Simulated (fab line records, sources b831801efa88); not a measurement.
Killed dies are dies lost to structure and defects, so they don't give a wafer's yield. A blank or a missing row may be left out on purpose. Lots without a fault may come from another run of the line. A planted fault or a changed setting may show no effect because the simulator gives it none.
Which tool did it? | flow sky130 | 11 lots, 33 wafers sampled, at 1 step of a route of 708

WHAT THE GAUGES READ, wafer by wafer
SKY_SD_N_OVL_MEAS_08.
lot  | measured     | on         | SD_N_OVL (nm)
L715 | day 28 01:05 | overlay-01 | 0.2 1.2 1.2
L717 | day 28 21:35 | overlay-02 | 1.6 1.3 2.1
L719 | day 29 01:18 | overlay-01 | -1.1 -1.2 -2.0
L723 | day 31 02:10 | overlay-02 | 2.6 1.9 1.8
L725 | day 31 08:42 | overlay-01 | -0.8 -0.4 0.0
L726 | day 31 13:15 | overlay-02 | 2.0 0.3 2.1
L727 | day 31 22:50 | overlay-01 | -1.4 -2.2 -2.3
L728 | day 32 07:57 | overlay-02 | 1.1 -0.5 0.5
L731 | day 33 02:06 | overlay-02 | 1.0 1.6 1.3
L736 | day 34 16:11 | overlay-01 | 0.0 -0.3 0.7
L738 | day 35 06:08 | overlay-02 | 0.8 0.2 0.7

WHICH TOOL RAN EACH LOT (tool, then ch and the chambers of the sampled wafers, then the start)
The record holds no process step before these readings.

THE ANSWER, worked out from the rows above alone
Rule: what is usual is taken from the lots themselves. Put in order of their means at a reading, lots are off if they are a third of the lots or fewer, leave a main group of 4 or more, and stand apart from it by a gap of 3 or more times the standard deviation of the main group's means; of several such gaps the widest counts. A main group whose means are all the same, to the digits that the tables above print for the reading, isn't used. A lot without any number at a reading at which 4 lots or more have one is off too. The other lots that the step has rows for count as sound.
No lot is off at any reading shown: from this, nothing can be told.

WHAT THE SIMULATOR HAD PUT IN
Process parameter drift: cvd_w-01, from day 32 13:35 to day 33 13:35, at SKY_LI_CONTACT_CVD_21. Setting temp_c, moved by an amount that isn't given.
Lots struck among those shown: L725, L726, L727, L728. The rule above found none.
